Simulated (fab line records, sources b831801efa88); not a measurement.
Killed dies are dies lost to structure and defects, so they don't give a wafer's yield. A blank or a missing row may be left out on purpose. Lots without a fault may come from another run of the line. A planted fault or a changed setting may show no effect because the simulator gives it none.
A struck lot beside a sound one | flow gf180mcu | 23 steps out of a route of 602
Sound: wafers L376.2, L376.4, L376.5. Struck: wafer L380.2. (L380.3, L380.5 of the same lot were not struck and are left out.) The cause comes at the end.
At each step with rows: each side's tool, then ch and its chambers, then its first start. Under that, the readings that differ: sound wafers | struck wafers | difference of the means | sigmas: that difference in standard deviations of wafers without a fault.
alike: readings whose means differ by less than 2 such deviations, and words and numbers that are the same on both sides. not compared: withheld readings, readings that some wafer has no value for, bounds like >300 that may hide the same value, and numbers for which the record gives no deviation and whose values overlap.
The two part at a step that has a row with sigmas, a row that says differs or no value, or rows on one side only. Numbers that don't overlap but have no deviation are shown without sigmas and don't part them. A reading that every wafer of one side lacks parts them only if that side has two wafers or more.

GF_V3_RS_MEAS_24: measures by four-point-probe.
  sound on film_metro-01, day 26 02:24; struck on film_metro-02, day 27 12:08
  alike: V3_W_RS
GF_V3_THK_MEAS_25: measures by xrf.
  sound on film_metro-01, day 26 02:31; struck on film_metro-02, day 27 12:14
  alike: V3_W_THK
GF_V3_CMP_26: polishes, stops on SiO2, t overpolish 15 s, target thk 0 nm.
  sound on cmp-01 ch 0,2,3, day 26 02:40; struck on cmp-02 ch 1, day 27 12:17
  alike: motor_current_A, overpolish_run_s, time_to_endpoint_s
GF_M4_SPUTTER_00: material Ti, target thk 37.5 nm, time 150 s.
  sound on pvd_sputter-01, day 26 02:52; struck on pvd_sputter-03, day 27 12:35
  alike: throttle_valve_pct
GF_M4_SPUTTER_01: material TiN, target thk 30 nm, time 25 s.
  sound on pvd_sputter-01, day 26 02:58; struck on pvd_sputter-03, day 27 12:41
  alike: throttle_valve_pct
GF_M4_SPUTTER_02: material AlCu, target thk 450 nm, time 23.9 s.
  sound on pvd_sputter-01, day 26 02:59; struck on pvd_sputter-03, day 27 12:44
  alike: throttle_valve_pct
then, 1 step without rows for these wafers: GF_M4_SPUTTER_03 (material Ti, target thk 10 nm, time 6.7 s).
GF_M4_SPUTTER_04: material TiN, target thk 50 nm, time 41.7 s.
  sound on pvd_sputter-01, day 26 03:02; struck on pvd_sputter-03, day 27 12:47
  reading                | sound          | struck | difference | sigmas
  throttle_valve_pct (%) | 31.5 31.0 31.2 | 29.0   | -2.2       | -2
GF_M4_RS_MEAS_05: measures by four-point-probe.
  sound on film_metro-04, day 26 03:06; struck on film_metro-03, day 27 12:50
  alike: M4_ALCU_RS
GF_M4_THK_MEAS_06: measures by xrf.
  sound on film_metro-04, day 26 03:13; struck on film_metro-03, day 27 12:57
  alike: M4_ALCU_THK
then, 2 steps without rows for these wafers: GF_M4_DEHYDRATE_07 (time 60 s); GF_M4_HMDS_08 (prime time 60 s).
GF_M4_COAT_09: resist thk 1000 nm.
  sound on litho_track-02 ch 0, day 26 13:39; struck on litho_track-02 ch 0, day 27 23:03
  reading                             | sound             | struck | difference | sigmas
  model.KrF_of_M4_COAT_09.thk_nm (nm) | 997.7 998.6 997.5 | 931.7  | -66.2      |
  alike: exhaust_pa, resist_line_temp_C
then, 4 steps without rows for these wafers: GF_M4_SOFTBAKE_10 (time 60 s); GF_M4_EXPOSE_11 (exposes mask Metal4, target cd 280 nm); GF_M4_PEB_12 (peb time 90 s); GF_M4_DEVELOP_13 (develop time 60 s).
GF_M4_CD_MEAS_14: target cd 280 nm.
  sound on cd_sem-02, day 27 00:22; struck on cd_sem-01, day 28 08:34
  reading    | sound             | struck | difference | sigmas
  cd_nm (nm) | 281.5 282.2 281.6 | 276.0  | -5.8       | -4
GF_M4_OVL_MEAS_15:
  sound on overlay-01, day 27 00:28; struck on overlay-02, day 28 08:40
  alike: M4_OVL
GF_M4_METAL_ETCH_16: etches the open film in Cl2/BCl3, stops on SiO2, target depth 750.8 nm, time 125.1 s.
  sound on rie_metal-01 ch 0,1, day 27 00:30; struck on rie_metal-04 ch 0, day 28 08:42
  reading                             | sound           | struck | difference | sigmas
  drypump_motor_current_A (A)         | 6.4 6.0 6.4     | 5.1    | -1.2       | -3
  model.KrF_of_M4_COAT_09.thk_nm (nm) | 678.8 684 680.5 | 620.4  | -60.7      |
  alike: oes_product_au, throttle_valve_pct
  not compared: rf_hours_counter_h
GF_M4_STRIP_17: strips in O2/N2.
  sound on plasma_asher-03 ch 0,1, day 27 00:38; struck on plasma_asher-01 ch 1, day 28 08:50
  reading                      | sound             | struck | difference | sigmas
  oes_product_au (a.u.)        | 0.538 0.536 0.539 | 0.513  | -0.025     | -5
  strip_time_to_endpoint_s (s) | 7.33 7.38 7.33    | 6.76   | -0.59      | -12
  alike: drypump_motor_current_A, heater_power_w
  not compared: rf_hours_counter_h
then, 1 step without rows for these wafers: GF_M4_STRIP_18 (strips in post etch residue remover, time 1200 s).
-- the record jumps here: 5 days lie between the struck wafers' starts before and after (it left off in module M4 and takes up again in module PASSIVATION, whose first step shown is number 602 of the route) --
GF_PASSIVATION_PROBE_99:
  the record has rows for the struck wafers here (prober-01, day 33 06:49) and none for the sound ones

WHERE THEY PART
First at GF_M4_SPUTTER_04; last, within this record, at GF_PASSIVATION_PROBE_99.

WHY: what the simulator had put in
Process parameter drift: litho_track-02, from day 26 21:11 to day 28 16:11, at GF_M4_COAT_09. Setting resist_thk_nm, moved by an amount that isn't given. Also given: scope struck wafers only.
